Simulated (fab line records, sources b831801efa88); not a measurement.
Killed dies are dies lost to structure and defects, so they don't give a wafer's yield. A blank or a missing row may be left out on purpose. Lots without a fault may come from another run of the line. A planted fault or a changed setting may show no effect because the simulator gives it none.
Which tool did it? | flow sky130 | 10 lots, 30 wafers sampled, at 4 steps of a route of 708

WHAT THE GAUGES READ, wafer by wafer
SKY_CAP2M_RS_MEAS_03: measures by four-point-probe.
lot  | measured     | on            | CAP2M_TIN_RS (ohm/sq)
L901 | day 39 20:09 | film_metro-04 | 6.90 6.87 6.89
L902 | day 39 21:19 | film_metro-03 | 6.76 6.83 6.85
L907 | day 41 02:41 | film_metro-04 | 6.92 6.96 6.98
L908 | day 41 22:27 | film_metro-04 | 17.12 17.10 17.31
L910 | day 42 00:10 | film_metro-04 | 16.81 17.10 16.75
L916 | day 43 19:32 | film_metro-02 | 6.97 6.88 6.95
L918 | day 44 16:00 | film_metro-02 | 6.96 6.94 6.98
L920 | day 44 21:17 | film_metro-04 | 6.99 6.94 6.93
L922 | day 45 11:18 | film_metro-02 | 6.91 6.98 6.89
L923 | day 45 16:25 | film_metro-03 | 7.05 6.99 6.98

WHICH TOOL RAN EACH LOT (tool, then ch and the chambers of the sampled wafers, then the start)
lot  | SKY_VIA3_SPUTTER_20          | SKY_VIA3_CMP_24               | SKY_CAP2M_SPUTTER_02
L901 | pvd_sputter-01, day 39 19:08 | cmp-01 ch 0,2, day 39 19:29   | pvd_sputter-02, day 39 20:02
L902 | pvd_sputter-01, day 39 20:19 | cmp-01 ch 2,3, day 39 20:41   | pvd_sputter-02, day 39 21:13
L907 | pvd_sputter-02, day 41 01:38 | cmp-02 ch 1,3, day 41 02:05   | pvd_sputter-02, day 41 02:35
L908 | pvd_sputter-01, day 41 21:12 | cmp-02 ch 1,2,3, day 41 21:47 | pvd_sputter-02, day 41 22:19
L910 | pvd_sputter-02, day 41 23:09 | cmp-02 ch 0,2,3, day 41 23:34 | pvd_sputter-02, day 42 00:02
L916 | pvd_sputter-02, day 43 18:30 | cmp-01 ch 0,3, day 43 18:55   | pvd_sputter-03, day 43 19:24
L918 | pvd_sputter-01, day 44 14:58 | cmp-02 ch 2,3, day 44 15:23   | pvd_sputter-02, day 44 15:52
L920 | pvd_sputter-04, day 44 20:17 | cmp-01 ch 0,1,2, day 44 20:38 | pvd_sputter-02, day 44 21:11
L922 | pvd_sputter-01, day 45 10:17 | cmp-02 ch 2,3, day 45 10:42   | pvd_sputter-01, day 45 11:11
L923 | pvd_sputter-04, day 45 15:23 | cmp-02 ch 0,1, day 45 15:44   | pvd_sputter-03, day 45 16:17
- SKY_VIA3_SPUTTER_20: material TiN, target thk 20 nm, time 80 s.
- SKY_VIA3_CMP_24: polishes, stops on SiO2, t overpolish 20 s, target thk 0 nm.
- SKY_CAP2M_SPUTTER_02: material TiN, target thk 200 nm, time 166.7 s.

THE ANSWER, worked out from the rows above alone
Rule: what is usual is taken from the lots themselves. Put in order of their means at a reading, lots are off if they are a third of the lots or fewer, leave a main group of 4 or more, and stand apart from it by a gap of 3 or more times the standard deviation of the main group's means; of several such gaps the widest counts. A main group whose means are all the same, to the digits that the tables above print for the reading, isn't used. A lot without any number at a reading at which 4 lots or more have one is off too. The other lots that the step has rows for count as sound.
Off: L908, L910, at SKY_CAP2M_RS_MEAS_03 (CAP2M_TIN_RS). The main group: mean 6.93 ohm/sq, standard deviation 0.054.
A tool fits if, at a process step before that reading, it ran every lot that is off, and no sound lot after the first of them. The gauges at SKY_CAP2M_RS_MEAS_03 are tried like those tools. None of those tried fits.

WHAT THE SIMULATOR HAD PUT IN
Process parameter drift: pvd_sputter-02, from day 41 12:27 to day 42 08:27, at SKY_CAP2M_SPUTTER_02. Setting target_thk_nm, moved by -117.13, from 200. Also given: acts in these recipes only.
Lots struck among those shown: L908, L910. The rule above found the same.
